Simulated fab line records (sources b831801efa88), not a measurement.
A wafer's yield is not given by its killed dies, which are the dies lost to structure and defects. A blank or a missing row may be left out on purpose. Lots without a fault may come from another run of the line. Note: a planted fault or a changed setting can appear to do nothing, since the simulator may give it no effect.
fab line records	flow gf180mcu	part 1 of 2: steps 1 to 28 of 38
record lots=5	wafers=15	last_day=33
route steps=602 shown PSD@263 SAB@264 SALICIDE@278 CONTACT@287
lots that met no fault: taken from a fault-free run of the same line
start_h: hours from the record's first day to the start of the lot's first wafer shown	wait_h: hours since the lot's step before	" repeats the value in the row above	L1.1+2: a single row standing in for several wafers	- either no value or no given start	* or withheld: withheld	< > ~ a bound
route shown NAME@n: a module of which the file shows steps, and the number in the route of the first	usual: the fault-free wafers' mean and standard deviation	same: alike in all rows	chamber/n: place in a boat	sites: per-site readings	_std_site: their standard deviation	_edge_site: outer sites' mean less inner sites'	radius_mm: how far each site lies from the wafer's centre	mask NAME#n: copy n	behind: the tool/chamber that last shaped the wafer	hold: why the lot was held/for how many hours/how that ended	device: whichever transistor did not switch (one of n, p or np)	end of line: tests of these same wafers at the route's end	where a step has no rows: the recipe by itself	killed: at the first sort, the dies lost to defects and structure; wafer yield is something else	map: a wafer's dies, marking killed ones x, the rest . and places with no die _
set.NAME: the run value of the setting; set.NAME@STEP: its run value at that earlier step	model.NAME: the simulator's own value behind a step, which no gauge read
a table for each step, a row for each wafer; lots at some steps of the route
services: from which hour (start_h, from the record's first day; less than 0 if before it) a tool's chamber was out of use, for how many hours, and why
## steps
# step GF_PSD_RS_MEAS_15
# recipe thk_meas_gauge=four-point-probe
# usual PSD_RS=108.6/0.34
lot.wafer	tool	chamber	start_h	wait_h	PSD_RS[ohm/sq]
L083.1	film_metro-01	-	411.26	0.1	108.2
L083.3	"	-	"	"	108.2
L083.6	"	-	"	"	108.4
L086.2	film_metro-01	-	431.75	0.1	108.4
L086.5	"	-	"	"	108.5
L086.6	"	-	"	"	108.1
L089.1	film_metro-01	-	450.32	0.1	108.5
L089.2	"	-	"	"	108.6
L089.5	"	-	"	"	108.7
L094.1	film_metro-01	-	489.46	0.1	108.3
L094.5	"	-	"	"	108.0
L094.6	"	-	"	"	108.1
L096.1	film_metro-03	-	505.82	0.1	108.9
L096.4	"	-	"	"	108.4
L096.6	"	-	"	"	108.8
# step GF_SAB_CVD_00
# recipe material=SiO2	target_thk_nm=50	precursor=TEOS	temp_c=400	time_s=4.9302	rf_w=600
# usual heater_power_w=679/130
lot.wafer	tool	chamber	start_h	wait_h	heater_power_w
L083.1	pecvd-04	0	411.38	0.1	464
L083.3	"	2	"	"	507
L083.6	"	2	"	"	504
L086.2	pecvd-04	1	431.85	0.1	619
L086.5	"	2	"	"	548
L086.6	"	1	"	"	633
L089.1	pecvd-03	2	450.44	0.1	655
L089.2	"	1	"	"	568
L089.5	"	1	"	"	581
L094.1	pecvd-03	0	489.58	0.1	716
L094.5	"	2	"	"	801
L094.6	"	0	"	"	699
L096.1	pecvd-02	2	505.94	0.1	674
L096.4	"	1	"	"	685
L096.6	"	2	"	"	690
# step GF_SAB_THK_MEAS_01
# recipe reads=SiO2_of_SAB_CVD_00
# usual SAB_CVD_00_THK=49.9/0.73
lot.wafer	tool	chamber	start_h	wait_h	SAB_CVD_00_THK[nm]
L083.1	film_metro-04	-	411.40	0.0	50.9
L083.3	"	-	"	"	49.8
L083.6	"	-	"	"	50.8
L086.2	film_metro-04	-	431.89	0.0	49.0
L086.5	"	-	"	"	49.5
L086.6	"	-	"	"	49.3
L089.1	film_metro-04	-	450.46	0.0	50.0
L089.2	"	-	"	"	49.7
L089.5	"	-	"	"	50.8
L094.1	film_metro-04	-	489.60	0.0	49.8
L094.5	"	-	"	"	49.2
L094.6	"	-	"	"	50.0
L096.1	film_metro-02	-	505.96	0.0	50.0
L096.4	"	-	"	"	49.9
L096.6	"	-	"	"	50.4
# step GF_SAB_DEHYDRATE_02
# recipe temp_c=200	time_s=60
# usual exhaust_pa=45.0/0.78
lot.wafer	tool	chamber	start_h	wait_h	exhaust_pa
L083.1	litho_track-03	0	422.34	10.9	45.7
L083.3	"	0	"	"	45.2
L083.6	"	0	"	"	46.2
L086.2	litho_track-02	0	443.47	11.6	45.4
L086.5	"	0	"	"	44.1
L086.6	"	0	"	"	45.3
L089.1	litho_track-02	0	461.50	11.0	46.3
L089.2	"	0	"	"	45.8
L089.5	"	0	"	"	45.0
L094.1	litho_track-02	0	500.85	11.2	44.6
L094.5	"	0	"	"	44.3
L094.6	"	0	"	"	44.7
L096.1	litho_track-03	0	517.19	11.2	43.5
L096.4	"	0	"	"	45.7
L096.6	"	0	"	"	43.9
# step GF_SAB_HMDS_03
# recipe prime_time_s=60	prime_temp_c=120
# usual exhaust_pa=45.2/1.1
# same prime_time_s=60
lot.wafer	tool	chamber	start_h	wait_h	exhaust_pa
L083.1	litho_track-03	0	422.49	0.1	45.4
L083.3	"	0	"	"	44.9
L083.6	"	0	"	"	46.3
L086.2	litho_track-02	0	443.62	0.1	44.6
L086.5	"	0	"	"	44.1
L086.6	"	0	"	"	43.9
L089.1	litho_track-02	0	461.65	0.1	44.1
L089.2	"	0	"	"	44.0
L089.5	"	0	"	"	43.2
L094.1	litho_track-02	0	501.00	0.1	45.5
L094.5	"	0	"	"	45.1
L094.6	"	0	"	"	45.3
L096.1	litho_track-03	0	517.34	0.1	46.4
L096.4	"	0	"	"	45.2
L096.6	"	0	"	"	44.3
# step GF_SAB_COAT_04
# recipe resist=NOVOLAK	spin_rpm=3000	resist_thk_nm=1000
# usual dispense_pressure_kPa=51.5/1.6	exhaust_pa=45.1/0.88
lot.wafer	tool	chamber	start_h	wait_h	dispense_pressure_kPa	exhaust_pa
L083.1	litho_track-03	0	422.64	0.1	49.8	44.8
L083.3	"	0	"	"	49.8	44.7
L083.6	"	0	"	"	49.8	45.8
L086.2	litho_track-02	0	443.77	0.1	51.6	44.3
L086.5	"	0	"	"	51.6	45.5
L086.6	"	0	"	"	51.7	44.9
L089.1	litho_track-02	0	461.80	0.1	51.6	44.7
L089.2	"	0	"	"	51.6	44.0
L089.5	"	0	"	"	51.7	43.5
L094.1	litho_track-02	0	501.15	0.1	51.7	46.2
L094.5	"	0	"	"	51.7	44.8
L094.6	"	0	"	"	51.7	45.7
L096.1	litho_track-03	0	517.49	0.1	49.8	44.5
L096.4	"	0	"	"	49.8	45.1
L096.6	"	0	"	"	49.8	42.7
# step GF_SAB_SOFTBAKE_05
# recipe temp_c=90	time_s=60	resist=NOVOLAK
# usual exhaust_pa=45.1/0.85
lot.wafer	tool	chamber	start_h	wait_h	exhaust_pa
L083.1	litho_track-03	0	422.79	0.1	46.7
L083.3	"	0	"	"	45.4
L083.6	"	0	"	"	46.1
L086.2	litho_track-02	0	443.92	0.1	45.7
L086.5	"	0	"	"	46.2
L086.6	"	0	"	"	45.8
L089.1	litho_track-02	0	461.95	0.1	46.0
L089.2	"	0	"	"	46.1
L089.5	"	0	"	"	45.3
L094.1	litho_track-02	0	501.30	0.1	44.1
L094.5	"	0	"	"	44.8
L094.6	"	0	"	"	45.7
L096.1	litho_track-03	0	517.64	0.1	45.8
L096.4	"	0	"	"	43.3
L096.6	"	0	"	"	45.7
# step GF_SAB_EXPOSE_06
# recipe mask_id=SAB	target_cd_nm=420	na=0.6	source_shape=conventional	sigma_outer=0.6	dose_mj=140
lot.wafer	tool	chamber	start_h	wait_h	mask
L083.1+3+6	iline_stepper-01	0	-	-	SAB#0
L086.2+5+6	iline_stepper-01	0	-	-	SAB#0
L089.1+2+5	iline_stepper-02	0	-	-	SAB#0
L094.1+5+6	iline_stepper-01	0	-	-	SAB#0
L096.1+4+6	iline_stepper-02	0	-	-	SAB#0
# step GF_SAB_PEB_07
# recipe temp_c=withheld	time_s=*	resist=NOVOLAK
# usual exhaust_pa=45.0/0.8
lot.wafer	tool	chamber	start_h	wait_h	exhaust_pa
L083.1	litho_track-02	0	-	-	45.6
L083.3	"	0	"	"	45.2
L083.6	"	0	"	"	45.9
L086.2	litho_track-02	0	-	-	45.0
L086.5	"	0	"	"	45.2
L086.6	"	0	"	"	45.2
L089.1	litho_track-02	0	-	-	45.5
L089.2	"	0	"	"	45.7
L089.5	"	0	"	"	44.4
L094.1	litho_track-01	0	-	-	44.4
L094.5	"	0	"	"	45.0
L094.6	"	0	"	"	45.1
L096.1	litho_track-02	0	-	-	45.1
L096.4	"	0	"	"	46.2
L096.6	"	0	"	"	47.1
# step GF_SAB_DEVELOP_08
# recipe develop_time_s=62.17	dev_temp_c=23
# usual exhaust_pa=45.2/0.87
lot.wafer	tool	chamber	start_h	wait_h	exhaust_pa
L083.1	litho_track-02	0	434.70	0.1	44.1
L083.3	"	0	"	"	44.3
L083.6	"	0	"	"	44.9
L086.2	litho_track-02	0	456.02	0.1	45.9
L086.5	"	0	"	"	45.4
L086.6	"	0	"	"	44.9
L089.1	litho_track-02	0	474.25	0.1	45.5
L089.2	"	0	"	"	45.4
L089.5	"	0	"	"	45.0
L094.1	litho_track-01	0	512.92	0.1	45.7
L094.5	"	0	"	"	45.8
L094.6	"	0	"	"	44.7
L096.1	litho_track-02	0	528.70	0.1	45.0
L096.4	"	0	"	"	43.4
L096.6	"	0	"	"	44.6
# step GF_SAB_CD_MEAS_09
# recipe target_cd_nm=420
# usual cd_nm=419.7/2.2
lot.wafer	tool	chamber	start_h	wait_h	cd_nm
L083.1	cd_sem-01	-	434.85	0.1	423.8
L083.3	"	-	"	"	423.1
L083.6	"	-	"	"	421.9
L086.2	cd_sem-02	-	456.17	0.1	417.8
L086.5	"	-	"	"	416.2
L086.6	"	-	"	"	418.0
L089.1	cd_sem-01	-	474.40	0.1	418.8
L089.2	"	-	"	"	421.2
L089.5	"	-	"	"	418.3
L094.1	cd_sem-02	-	513.07	0.1	421.6
L094.5	"	-	"	"	421.6
L094.6	"	-	"	"	425.1
L096.1	cd_sem-01	-	528.85	0.1	416.7
L096.4	"	-	"	"	418.8
L096.6	"	-	"	"	415.9
# step GF_SAB_OVL_MEAS_10
# usual SAB_OVL=-0.5/1.4
lot.wafer	tool	chamber	start_h	wait_h	SAB_OVL[nm]
L083.1	overlay-02	-	434.97	0.1	-1.5
L083.3	"	-	"	"	-0.9
L083.6	"	-	"	"	0.6
L086.2	overlay-01	-	456.27	0.1	-1.3
L086.5	"	-	"	"	-1.3
L086.6	"	-	"	"	-2.0
L089.1	overlay-02	-	474.52	0.1	-2.3
L089.2	"	-	"	"	-2.4
L089.5	"	-	"	"	0.1
L094.1	overlay-02	-	513.19	0.1	-1.0
L094.5	"	-	"	"	-0.7
L094.6	"	-	"	"	-0.6
L096.1	overlay-02	-	528.97	0.1	-2.7
L096.4	"	-	"	"	-1.3
L096.6	"	-	"	"	1.2
# step GF_SAB_ETCH_11
# recipe chemistry=C4F8/O2/Ar	mask_material=NOVOLAK	target=SiO2	target_depth_nm=55	source_w=1500	bias_w=1200	pressure_mtorr=40	c4f8_flow_sccm=withheld	O2_flow_sccm=6	Ar_flow_sccm=300	time_s=8.5
# usual oes_product_au=0.998/0.011
lot.wafer	tool	chamber	start_h	wait_h	oes_product_au	rf_hours_counter_h
L083.1	rie_diel-03	3	435.00	0.0	0.996	11
L083.3	"	1	"	"	1.000	1
L083.6	"	0	"	"	0.995	-
L086.2	rie_diel-04	0	456.30	0.0	1.008	7
L086.5	"	0	"	"	1.014	-
L086.6	"	3	"	"	0.991	-
L089.1	rie_diel-04	1	474.55	0.0	0.986	104
L089.2	"	2	"	"	1.000	12
L089.5	"	3	"	"	0.991	-
L094.1	rie_diel-03	3	513.23	0.0	0.988	14
L094.5	"	2	"	"	0.997	-
L094.6	"	3	"	"	0.992	-
L096.1	rie_diel-02	1	529.00	0.0	0.988	17
L096.4	"	3	"	"	0.979	-
L096.6	"	1	"	"	0.994	-
# step GF_SAB_WET_ETCH_12
# recipe chemistry=dHF	target_depth_nm=22	dry=n2_spin	target=SiO2	temp_c=25	dilution=100:1	time_s=440
lot.wafer	tool	chamber	start_h	wait_h
L083.1+3+6	wet_bench-01	0	435.03	0.0
L086.2+5+6	wet_bench-03	3	456.33	0.0
L089.1+2+5	wet_bench-02	0	474.58	0.0
L094.1+5+6	wet_bench-01	1	513.25	0.0
L096.1+4+6	wet_bench-03	1	529.02	0.0
# step GF_SAB_STRIP_13
# recipe chemistry=O2/N2	power_w=1400	pressure_mtorr=1500	platen_temp_c=250	o2_flow_sccm=3000	n2_flow_sccm=300	overash_fraction=0.5
# usual drypump_motor_current_A=6.0/0.47	heater_power_w=320/19	oes_product_au=0.709/0.0043	strip_time_to_endpoint_s=12.60/0.046
# same overash_fraction=0.5
lot.wafer	tool	chamber	start_h	wait_h	drypump_motor_current_A	heater_power_w	oes_product_au	rf_hours_counter_h	strip_time_to_endpoint_s
L083.1	plasma_asher-01	1	435.17	0.0	5.3	342	0.702	1	12.61
L083.3	"	0	"	"	5.7	311	0.711	-	12.57
L083.6	"	0	"	"	5.7	304	0.712	-	12.59
L086.2	plasma_asher-03	0	456.46	0.0	5.8	302	0.704	66	12.62
L086.5	"	0	"	"	5.8	315	0.707	-	12.57
L086.6	"	1	"	"	6.7	350	0.704	-	12.61
L089.1	plasma_asher-03	1	474.72	0.0	6.8	349	0.707	68	12.54
L089.2	"	0	"	"	5.8	319	0.712	68	12.57
L089.5	"	0	"	"	5.8	316	0.708	-	12.54
L094.1	plasma_asher-02	1	513.38	0.0	6.5	303	0.716	89	12.55
L094.5	"	1	"	"	6.4	304	0.708	-	12.57
L094.6	"	0	"	"	5.7	321	0.713	-	12.58
L096.1	plasma_asher-02	0	529.16	0.0	5.7	307	0.703	91	12.62
L096.4	"	0	"	"	5.7	312	0.711	-	12.56
L096.6	"	1	"	"	6.5	292	0.704	-	12.58
# step GF_SALICIDE_CLEAN_00
# recipe chemistry=SC1/SC2	mix=1:4:20	temp_c=70	time_s=150
lot.wafer	tool	chamber	start_h	wait_h
L083.1+3+6	wet_bench-02	0	435.27	0.1
L086.2+5+6	wet_bench-02	3	456.56	0.1
L089.1+2+5	wet_bench-04	2	474.82	0.1
L094.1+5+6	wet_bench-04	3	513.48	0.1
L096.1+4+6	wet_bench-04	1	529.26	0.1
# step GF_SALICIDE_WET_ETCH_01
# recipe chemistry=dHF	target_depth_nm=5	dry=ipa_marangoni	target=SiO2	temp_c=25	dilution=100:1	time_s=104.5
lot.wafer	tool	chamber	start_h	wait_h
L083.1+3+6	wet_bench-04	1	435.32	0.0
L086.2+5+6	wet_bench-02	0	456.61	0.0
L089.1+2+5	wet_bench-01	2	474.87	0.0
L094.1+5+6	wet_bench-01	2	513.53	0.0
L096.1+4+6	wet_bench-01	0	529.31	0.0
# step GF_SALICIDE_SPUTTER_02
# recipe material=Co	target_thk_nm=10	power_w=1000	time_s=20	chamber_pressure_pa=0.4
# usual throttle_valve_pct=30.7/0.79
lot.wafer	tool	chamber	start_h	wait_h	throttle_valve_pct
L083.1	pvd_sputter-04	-	435.36	0.0	30.4
L083.3	"	-	"	"	29.3
L083.6	"	-	"	"	31.5
L086.2	pvd_sputter-01	-	456.64	0.0	31.0
L086.5	"	-	"	"	31.4
L086.6	"	-	"	"	29.6
L089.1	pvd_sputter-04	-	474.90	0.0	30.4
L089.2	"	-	"	"	31.5
L089.5	"	-	"	"	29.2
L094.1	pvd_sputter-04	-	513.57	0.0	31.3
L094.5	"	-	"	"	29.6
L094.6	"	-	"	"	30.3
L096.1	pvd_sputter-03	-	529.34	0.0	30.9
L096.4	"	-	"	"	30.6
L096.6	"	-	"	"	29.4
# step GF_SALICIDE_SPUTTER_03
# recipe material=TiN	target_thk_nm=20	power_w=6500	time_s=16.7	chamber_pressure_pa=0.4
# usual throttle_valve_pct=30.7/0.78
lot.wafer	tool	chamber	start_h	wait_h	throttle_valve_pct
L083.1	pvd_sputter-04	-	435.39	0.0	30.7
L083.3	"	-	"	"	29.6
L083.6	"	-	"	"	31.8
L086.2	pvd_sputter-01	-	456.67	0.0	30.7
L086.5	"	-	"	"	31.3
L086.6	"	-	"	"	29.7
L089.1	pvd_sputter-04	-	474.93	0.0	30.1
L089.2	"	-	"	"	31.5
L089.5	"	-	"	"	29.5
L094.1	pvd_sputter-04	-	513.60	0.0	30.7
L094.5	"	-	"	"	29.4
L094.6	"	-	"	"	30.4
L096.1	pvd_sputter-03	-	529.37	0.0	30.9
L096.4	"	-	"	"	30.7
L096.6	"	-	"	"	29.2
# step GF_SALICIDE_RS_MEAS_04
# recipe thk_meas_gauge=four-point-probe	reads=TiN_of_SALICIDE_SPUTTER_03+Co_of_SALICIDE_SPUTTER_02
# usual SALICIDE_TIN_RS=16.34/0.27
lot.wafer	tool	chamber	start_h	wait_h	SALICIDE_TIN_RS[ohm/sq]
L083.1	film_metro-04	-	435.41	0.0	16.56
L083.3	"	-	"	"	16.46
L083.6	"	-	"	"	16.44
L086.2	film_metro-02	-	456.72	0.0	16.03
L086.5	"	-	"	"	16.23
L086.6	"	-	"	"	16.25
L089.1	film_metro-02	-	474.96	0.0	16.12
L089.2	"	-	"	"	16.38
L089.5	"	-	"	"	16.03
L094.1	film_metro-03	-	513.62	0.0	16.73
L094.5	"	-	"	"	16.13
L094.6	"	-	"	"	16.15
L096.1	film_metro-04	-	529.39	0.0	16.11
L096.4	"	-	"	"	16.41
L096.6	"	-	"	"	16.62
# step GF_SALICIDE_THK_MEAS_05
# recipe thk_meas_gauge=xrf	reads=TiN_of_SALICIDE_SPUTTER_03
# usual SALICIDE_TIN_THK=20.35/0.29
lot.wafer	tool	chamber	start_h	wait_h	SALICIDE_TIN_THK[nm]
L083.1	film_metro-04	-	435.53	0.1	20.88
L083.3	"	-	"	"	20.50
L083.6	"	-	"	"	20.86
L086.2	film_metro-02	-	456.83	0.1	20.32
L086.5	"	-	"	"	20.30
L086.6	"	-	"	"	20.73
L089.1	film_metro-02	-	475.08	0.1	20.45
L089.2	"	-	"	"	20.45
L089.5	"	-	"	"	20.45
L094.1	film_metro-03	-	513.74	0.1	20.31
L094.5	"	-	"	"	20.45
L094.6	"	-	"	"	20.41
L096.1	film_metro-04	-	529.51	0.1	20.52
L096.4	"	-	"	"	20.47
L096.6	"	-	"	"	20.72
# step GF_SALICIDE_RTA_06
# recipe temp_c=530	time_s=30	ambient=N2
# usual lamp_power_pct=5.35/0.24	wafer_temp_C_max=533.3/0.72
lot.wafer	tool	chamber	start_h	wait_h	lamp_power_pct	wafer_temp_C_max
L083.1	rtp_anneal-02	0	435.59	0.1	5.21	534.0
L083.3	"	0	"	"	5.21	532.6
L083.6	"	0	"	"	5.21	533.3
L086.2	rtp_anneal-02	0	456.89	0.1	5.21	533.9
L086.5	"	0	"	"	5.22	533.4
L086.6	"	0	"	"	5.21	533.5
L089.1	rtp_anneal-02	0	475.14	0.1	5.21	534.1
L089.2	"	0	"	"	5.21	533.8
L089.5	"	0	"	"	5.21	532.8
L094.1	rtp_anneal-02	0	513.80	0.1	5.21	533.2
L094.5	"	0	"	"	5.22	533.5
L094.6	"	0	"	"	5.21	533.5
L096.1	rtp_anneal-02	0	529.57	0.1	5.22	533.5
L096.4	"	0	"	"	5.22	534.3
L096.6	"	0	"	"	5.21	532.8
# step GF_SALICIDE_WET_ETCH_07
# recipe chemistry=SPM	target_depth_nm=120	dry=n2_spin
lot.wafer	tool	chamber	start_h	wait_h
L083.1+3+6	wet_bench-04	2	435.69	0.1
L086.2+5+6	wet_bench-01	3	456.98	0.1
L089.1+2+5	wet_bench-04	2	475.24	0.1
L094.1+5+6	wet_bench-02	2	513.90	0.1
L096.1+4+6	wet_bench-02	1	529.67	0.1
# step GF_SALICIDE_RTA_08
# recipe temp_c=800	time_s=30	ambient=N2
# usual wafer_temp_C_max=804.4/0.95
# same lamp_power_pct=16.0
lot.wafer	tool	chamber	start_h	wait_h	wafer_temp_C_max
L083.1	rtp_anneal-01	0	435.78	0.0	804.1
L083.3	"	0	"	"	804.2
L083.6	"	0	"	"	803.4
L086.2	rtp_anneal-01	0	457.09	0.0	804.6
L086.5	"	0	"	"	804.5
L086.6	"	0	"	"	804.4
L089.1	rtp_anneal-01	0	475.33	0.0	803.9
L089.2	"	0	"	"	803.6
L089.5	"	0	"	"	803.7
L094.1	rtp_anneal-01	0	514.00	0.0	803.1
L094.5	"	0	"	"	802.6
L094.6	"	0	"	"	804.0
L096.1	rtp_anneal-01	0	529.77	0.0	805.9
L096.4	"	0	"	"	803.1
L096.6	"	0	"	"	805.0
# step GF_CONTACT_CVD_00
# recipe material=SiO2	target_thk_nm=300	sigma_open_frac=0.3	temp_c=400	time_s=50	sih4_flow_sccm=60	pressure_mtorr=6
lot.wafer	tool	chamber	start_h	wait_h
L083.1+3+6	hdpcvd-02	1,2,0	435.88	0.1
L086.2+5+6	hdpcvd-02	2,2,1	457.18	0.1
L089.1+2+5	hdpcvd-01	2,1,2	475.43	0.1
L094.1+5+6	hdpcvd-01	0,2,0	514.10	0.1
L096.1+4+6	hdpcvd-02	0,0,2	529.87	0.1
# step GF_CONTACT_THK_MEAS_01
# recipe reads=SiO2_of_CONTACT_CVD_00
# usual CONTACT_CVD_00_THK=297.1/2.8
lot.wafer	tool	chamber	start_h	wait_h	CONTACT_CVD_00_THK[nm]
L083.1	film_metro-03	-	435.93	0.0	290.5
L083.3	"	-	"	"	291.4
L083.6	"	-	"	"	289.0
L086.2	film_metro-03	-	457.23	0.0	297.7
L086.5	"	-	"	"	296.4
L086.6	"	-	"	"	297.8
L089.1	film_metro-02	-	475.47	0.0	293.5
L089.2	"	-	"	"	298.7
L089.5	"	-	"	"	293.6
L094.1	film_metro-02	-	514.15	0.0	301.3
L094.5	"	-	"	"	301.0
L094.6	"	-	"	"	300.2
L096.1	film_metro-03	-	529.91	0.0	295.3
L096.4	"	-	"	"	298.3
L096.6	"	-	"	"	296.4
# step GF_CONTACT_CVD_02
# recipe material=SiO2	target_thk_nm=860	precursor=TEOS	temp_c=400	time_s=95.992	rf_w=600
# usual heater_power_w=739/130
lot.wafer	tool	chamber	start_h	wait_h	heater_power_w
L083.1	pecvd-01	2	435.99	0.1	722
L083.3	"	0	"	"	1033
L083.6	"	0	"	"	816
L086.2	pecvd-03	0	457.28	0.0	710
L086.5	"	2	"	"	647
L086.6	"	0	"	"	756
L089.1	pecvd-02	1	475.53	0.1	605
L089.2	"	0	"	"	841
L089.5	"	2	"	"	586
L094.1	pecvd-02	2	514.21	0.1	701
L094.5	"	1	"	"	728
L094.6	"	2	"	"	736
L096.1	pecvd-02	1	529.97	0.1	722
L096.4	"	0	"	"	940
L096.6	"	2	"	"	668
# step GF_CONTACT_THK_MEAS_03
# recipe reads=SiO2_of_CONTACT_CVD_02
# usual CONTACT_CVD_02_THK=856/12
lot.wafer	tool	chamber	start_h	wait_h	CONTACT_CVD_02_THK[nm]
L083.1	film_metro-03	-	436.06	0.0	869
L083.3	"	-	"	"	837
L083.6	"	-	"	"	847
L086.2	film_metro-02	-	457.36	0.0	850
L086.5	"	-	"	"	874
L086.6	"	-	"	"	865
L089.1	film_metro-02	-	475.60	0.0	848
L089.2	"	-	"	"	842
L089.5	"	-	"	"	861
L094.1	film_metro-03	-	514.28	0.0	856
L094.5	"	-	"	"	866
L094.6	"	-	"	"	870
L096.1	film_metro-01	-	530.04	0.0	868
L096.4	"	-	"	"	874
L096.6	"	-	"	"	886
